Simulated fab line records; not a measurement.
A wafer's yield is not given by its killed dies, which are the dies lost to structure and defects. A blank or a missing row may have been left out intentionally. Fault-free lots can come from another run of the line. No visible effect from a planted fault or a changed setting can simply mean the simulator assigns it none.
A lot that was struck, set against a sound lot ; flow sky130 ; 44 out of 708 route steps
Sound: the wafers L435.2, L435.3, L435.5. The struck wafers were L449.3, L449.4, L449.5. The cause is given at the end.
For every step that has rows: the tool of each side, followed by ch and its chambers, followed by its first start. Under that, the readings that differ: sound wafers ; struck wafers ; difference of the means ; sigmas: that difference in standard deviations of wafers without a fault.
alike: readings with means less than 2 such deviations apart, plus words and numbers identical on both sides. not compared: withheld readings, readings lacking a value on some wafer, bounds such as >300 that could conceal the same value, and numbers that have no deviation in the record and whose values overlap.
Wherever a step has rows on one side only, a row that says differs or no value, or a row with sigmas, the two part there. Non-overlapping numbers with no deviation appear without sigmas and do not part them. Lack of a reading on every wafer of one side parts them only where that side has two or more wafers.

first, 1 step without rows for these wafers: SKY_SONOS_TUNNEL_DEVELOP_06 (develop time 60 s).
SKY_SONOS_TUNNEL_CD_MEAS_07: target cd 410 nm.
  sound on cd_sem-01 at day 11 16:47; struck on cd_sem-02 at day 16 14:13
  alike: cd_nm
SKY_SONOS_TUNNEL_OVL_MEAS_08:
  sound on overlay-01 at day 11 16:54; struck on overlay-02 at day 16 14:18
  alike: SONOS_TUNNEL_OVL
then, 3 steps without rows for these wafers: SKY_SONOS_TUNNEL_IMPLANT_09; SKY_SONOS_TUNNEL_WET_ETCH_10 (etches SiO2 in dHF, target depth 14 nm, time 280 s); SKY_SONOS_TUNNEL_STRIP_11 (strips in SPM, time 600 s).
SKY_SONOS_TUNNEL_TW_MEAS_12:
  sound on film_metro-01 at day 11 17:22; struck on film_metro-03 at day 16 14:50
  alike: SONOS_TUNNEL_TW
then, 2 steps without rows for these wafers: SKY_SONOS_TUNNEL_CLEAN_13 (cleans in dHF, time 20 s); SKY_SONOS_ONO_OXIDATION_00 (stabilise 600 s, purge 300 s, target thk 2.6 nm).
SKY_SONOS_ONO_THK_MEAS_01:
  sound on film_metro-04 at day 11 19:17; struck on film_metro-03 at day 16 16:15
  alike: SONOS_ONO_OXIDATION_THK
then, 1 step without rows for these wafers: SKY_SONOS_ONO_CVD_02 (deposits Si3N4 from DCS/NH3, target thk 10.5 nm, time 180 s).
SKY_SONOS_ONO_THK_MEAS_03:
  sound on film_metro-04 at day 11 21:14; struck on film_metro-04 at day 16 17:22
reading;sound;struck;difference;sigmas
SONOS_ONO_CVD_02_THK (nm);10.80 10.70 10.63;10.33 10.34 10.39;-0.36;-3
SKY_SONOS_ONO_CVD_04: deposits SiO2 from SiH4/N2O, target thk 5.7199 nm.
  sound on lpcvd-03 ch 0, day 11 21:17; struck on lpcvd-03 ch 0, day 16 17:24
reading;sound;struck;difference;sigmas
spike_tc_bottom_C (C);916.3 916.3 917.0;922.2 921.9 921.5;+5.3;+5
spike_tc_centre_C (C);897.1 896.2 898.2;905.6 903.6 902.4;+6.7;+4
spike_tc_lower_C (C);898.7 900.6 898.5;902.9 906.4 907.4;+6.3;+4
spike_tc_top_C (C);914.9 915.2 915.3;920.2 921.2 919.7;+5.2;+4
spike_tc_upper_C (C);900.7 901.7 899.9;905.9 906.1 905.6;+5.1;+3
susceptor_temp_C (C);900.4 899.6 899.6;906.3 906.3 906.1;+6.4;+17
model.SiO2_of_SONOS_ONO_CVD_04.thk_nm (nm);5.644 5.652 5.655;6.337 6.38 6.297;+0.688;
  alike: zone_power_top_pct
SKY_SONOS_ONO_THK_MEAS_05:
  sound on film_metro-02 at day 11 22:32; struck on film_metro-02 at day 16 18:40
reading;sound;struck;difference;sigmas
SONOS_ONO_CVD_04_THK (nm);5.62 5.61 5.72;6.30 6.36 6.32;+0.68;+6
then, 7 steps without rows for these wafers: SKY_SONOS_ONO_DEHYDRATE_06 (time 60 s); SKY_SONOS_ONO_HMDS_07 (prime time 60 s); SKY_SONOS_ONO_COAT_08 (resist thk 1140 nm); SKY_SONOS_ONO_SOFTBAKE_09 (time 60 s); SKY_SONOS_ONO_EXPOSE_10 (exposes mask ONOM, target cd 410 nm); SKY_SONOS_ONO_PEB_11; SKY_SONOS_ONO_DEVELOP_12 (develop time 60 s).
SKY_SONOS_ONO_CD_MEAS_13: target cd 410 nm.
  sound on cd_sem-01 at day 12 23:13; struck on cd_sem-02 at day 17 23:35
  alike: cd_nm
SKY_SONOS_ONO_OVL_MEAS_14:
  sound on overlay-01 at day 12 23:19; struck on overlay-02 at day 17 23:41
  alike: SONOS_ONO_OVL
SKY_SONOS_ONO_ETCH_15: etches the open film in CHF3/O2, target depth 19.52 nm, time 7.8 s.
  sound on rie_diel-03 ch 0,1,2, day 12 23:21; struck on rie_diel-02 ch 0,1,3, day 17 23:43
  alike: bias_w, drypump_motor_current_A, oes_product_au, rf_fwd_power_W, throttle_valve_pct
  not compared: rf_hours_counter_h
then, 1 step without rows for these wafers: SKY_SONOS_ONO_WET_ETCH_16 (etches SiO2 in dHF, target depth 14 nm, time 280 s).
SKY_SONOS_ONO_STRIP_17: strips in O2/N2.
  sound on plasma_asher-02 ch 0,1, day 12 23:28; struck on plasma_asher-03 ch 0,1, day 17 23:52
  alike: drypump_motor_current_A, oes_product_au, strip_time_to_endpoint_s
  not compared: rf_hours_counter_h
then, 3 steps without rows for these wafers: SKY_SONOS_ONO_WET_ETCH_18 (etches Si3N4 in H3PO4, target depth 15 nm, time 172 s); SKY_GATE_OXIDE_CLEAN_00 (cleans in SC1/SC2, time 150 s); SKY_GATE_OXIDE_OXIDATION_01 (stabilise 600 s, purge 300 s, target thk 10.268 nm).
SKY_GATE_OXIDE_THK_MEAS_02:
  sound on film_metro-01 at day 13 01:50; struck on film_metro-01 at day 18 02:22
  alike: GATE_OXIDE_OXIDATION_00_THK
then, 7 steps without rows for these wafers: SKY_GATE_OXIDE_DEHYDRATE_03 (time 60 s); SKY_GATE_OXIDE_HMDS_04 (prime time 60 s); SKY_GATE_OXIDE_COAT_05 (resist thk 1140 nm); SKY_GATE_OXIDE_SOFTBAKE_06 (time 60 s); SKY_GATE_OXIDE_EXPOSE_07 (exposes mask LVOM, target cd 600 nm); SKY_GATE_OXIDE_PEB_08; SKY_GATE_OXIDE_DEVELOP_09 (develop time 60 s).
SKY_GATE_OXIDE_OVL_MEAS_10:
  sound on overlay-01 at day 14 03:33; struck on overlay-02 at day 19 08:14
  alike: GATE_OXIDE_OVL
then, 2 steps without rows for these wafers: SKY_GATE_OXIDE_IMPLANT_11; SKY_GATE_OXIDE_WET_ETCH_12 (etches SiO2 in dHF, target depth 16.8 nm, time 336 s).
SKY_GATE_OXIDE_STRIP_13: strips in O2/N2.
  sound on plasma_asher-04 ch 0,1, day 14 03:50; struck on plasma_asher-02 ch 0,1, day 19 08:32
  alike: drypump_motor_current_A, oes_product_au, strip_time_to_endpoint_s
  not compared: rf_hours_counter_h
SKY_GATE_OXIDE_TW_MEAS_14:
  sound on film_metro-01 at day 14 03:56; struck on film_metro-03 at day 19 08:38
  alike: GATE_OXIDE_TW
SKY_GATE_OXIDE_CLEAN_15: cleans in SC1/SC2, time 150 s.
  sound on wet_bench-01 ch 2, day 14 03:59; struck on wet_bench-01 ch 2, day 19 08:40
reading;sound;struck;difference;sigmas
model.SiO2_of_SONOS_ONO_CVD_04.thk_nm (nm);4.117 4.125 4.13;4.813 4.854 4.772;+0.689;
-- the record jumps here: 30 days lie between the struck wafers' starts before and after (it left off in module GATE_OXIDE and takes up again in module PAD_OPEN, whose first step shown is number 708 of the route) --
SKY_PAD_OPEN_PROBE_99:
  sound on prober-02 at day 46 05:50; struck on prober-02 at day 49 16:56
reading;sound;struck;difference;sigmas
model.etest.sonos_erased.drive_ua_um;191.2;148.7 170.2 138.3;-38.8;
model.etest.sonos_uncharged.r_on_ohm_um;802.3;837 822.9 814.5;+22;
model.etest.cap_ono.gate_log10_a_cm2;-8;-8.779 -8.808 -8.556;-0.714;
model.etest.cap_ono.gate_bv_v (V);16.72;17.22 17.34 16.85;+0.42;
model.etest.cap_ono.tox_acc_nm (nm);12.94;13.51 13.58 13.42;+0.56;
model.etest.sonos_programmed.vt_v (V);1.42;1.11 1.112 1.145;-0.30;
model.etest.sonos_erased.vt_v (V);-2.28;-1.982 -2.001 -2.012;+0.282;
model.etest.sonos_baked.vt_v (V);1;0.692 0.7023 0.745;-0.287;

WHERE THEY PART
First at SKY_SONOS_ONO_THK_MEAS_03; last, within this record, at SKY_SONOS_ONO_THK_MEAS_05. Later steps at which nothing parts them and some readings are alike: SKY_SONOS_ONO_CD_MEAS_13, SKY_SONOS_ONO_OVL_MEAS_14, SKY_SONOS_ONO_ETCH_15, SKY_SONOS_ONO_STRIP_17, SKY_GATE_OXIDE_THK_MEAS_02, SKY_GATE_OXIDE_OVL_MEAS_10, SKY_GATE_OXIDE_STRIP_13, SKY_GATE_OXIDE_TW_MEAS_14.

WHY: the cause the simulator had injected
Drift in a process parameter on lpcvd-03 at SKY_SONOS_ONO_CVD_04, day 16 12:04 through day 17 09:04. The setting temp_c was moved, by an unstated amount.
